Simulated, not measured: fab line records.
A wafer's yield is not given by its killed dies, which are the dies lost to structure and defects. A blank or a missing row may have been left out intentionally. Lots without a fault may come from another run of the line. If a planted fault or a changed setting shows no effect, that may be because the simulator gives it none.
Which tool was responsible? + flow gf180mcu + 15 lots with 45 wafers sampled at 2 steps, on a route of 602 steps

WHAT THE GAUGES SHOWED, per wafer
GF_V1_BOW_MEAS_05.
| lot  | measured     | on            | V1_BOW (um) |
|------|--------------|---------------|-------------|
| L745 | day 17 23:02 | film_metro-04 | 87 92 77    |
| L747 | day 18 16:50 | film_metro-04 | 89 75 84    |
| L749 | day 18 21:29 | film_metro-03 | 73 82 95    |
| L751 | day 19 09:58 | film_metro-01 | 68 80 70    |
| L750 | day 19 15:01 | film_metro-04 | 91 95 78    |
| L754 | day 20 14:27 | film_metro-03 | 80 77 92    |
| L752 | day 20 15:02 | film_metro-04 | 72 76 77    |
| L755 | day 20 23:51 | film_metro-04 | 74 80 75    |
| L756 | day 21 06:00 | film_metro-01 | 87 80 89    |
| L757 | day 21 14:49 | film_metro-03 | 93 99 100   |
| L758 | day 22 01:22 | film_metro-03 | 81 67 86    |
| L764 | day 23 19:47 | film_metro-03 | 84 88 76    |
| L765 | day 24 07:38 | film_metro-03 | 89 88 94    |
| L766 | day 24 09:58 | film_metro-04 | 84 87 81    |
| L768 | day 24 23:55 | film_metro-01 | 79 88 95    |

GF_M2_THK_MEAS_06: measures by xrf.
| lot  | measured     | on            | M2_ALCU_THK (nm) |
|------|--------------|---------------|------------------|
| L745 | day 19 01:00 | film_metro-04 | 458 456 459      |
| L747 | day 19 18:46 | film_metro-04 | 453 452 461      |
| L749 | day 20 00:32 | film_metro-04 | 453 459 453      |
| L751 | day 20 12:07 | film_metro-04 | 451 448 450      |
| L750 | day 20 17:32 | film_metro-03 | 461 466 467      |
| L754 | day 21 16:35 | film_metro-04 | 440 448 451      |
| L752 | day 21 17:15 | film_metro-02 | 449 455 451      |
| L755 | day 22 01:29 | film_metro-02 | 447 451 452      |
| L756 | day 22 07:29 | film_metro-04 | 450 446 458      |
| L757 | day 23 00:41 | film_metro-03 | 446 451 452      |
| L758 | day 23 02:09 | film_metro-02 | 457 456 456      |
| L764 | day 24 19:29 | film_metro-03 | 458 456 456      |
| L765 | day 25 07:03 | film_metro-04 | 453 451 455      |
| L766 | day 25 09:12 | film_metro-02 | 456 460 457      |
| L768 | day 25 23:19 | film_metro-02 | 449 450 453      |

WHAT TOOL EACH LOT RAN ON (gives the tool, then ch and the chambers of the sampled wafers, and finally the start)
Record: no process step prior to these readings.

WHAT THE TOOLS THEMSELVES READ (means of the sampled wafers that have a number; where no wafer has one, the mark that the record gives instead)
The record holds no such reading with a usual standard deviation.

THE ANSWER, worked out from the rows above alone
Rule: the usual values come from the lots themselves. Put in order of their means at a reading, lots are off if they are a third of the lots or fewer, leave a main group of 4 or more, and stand apart from it by a gap of 3 or more times the standard deviation of the main group's means; of several such gaps the widest counts. Not used: any main group whose means are identical at the precision the tables above print for the reading. Also off: a lot with no number at a reading for which 4 or more lots have one. All remaining lots with rows at the step are treated as sound. After the gauges, taken in route order, come the tools' own readings; for these a lot's mean is taken, as printed above. The first step at which some lot is off is used, and at that step the reading that is off furthest; a lot without a number counts as furthest.
No lot is off at any reading shown: from this, nothing can be told.

WHAT HAD BEEN PUT IN BY THE SIMULATOR
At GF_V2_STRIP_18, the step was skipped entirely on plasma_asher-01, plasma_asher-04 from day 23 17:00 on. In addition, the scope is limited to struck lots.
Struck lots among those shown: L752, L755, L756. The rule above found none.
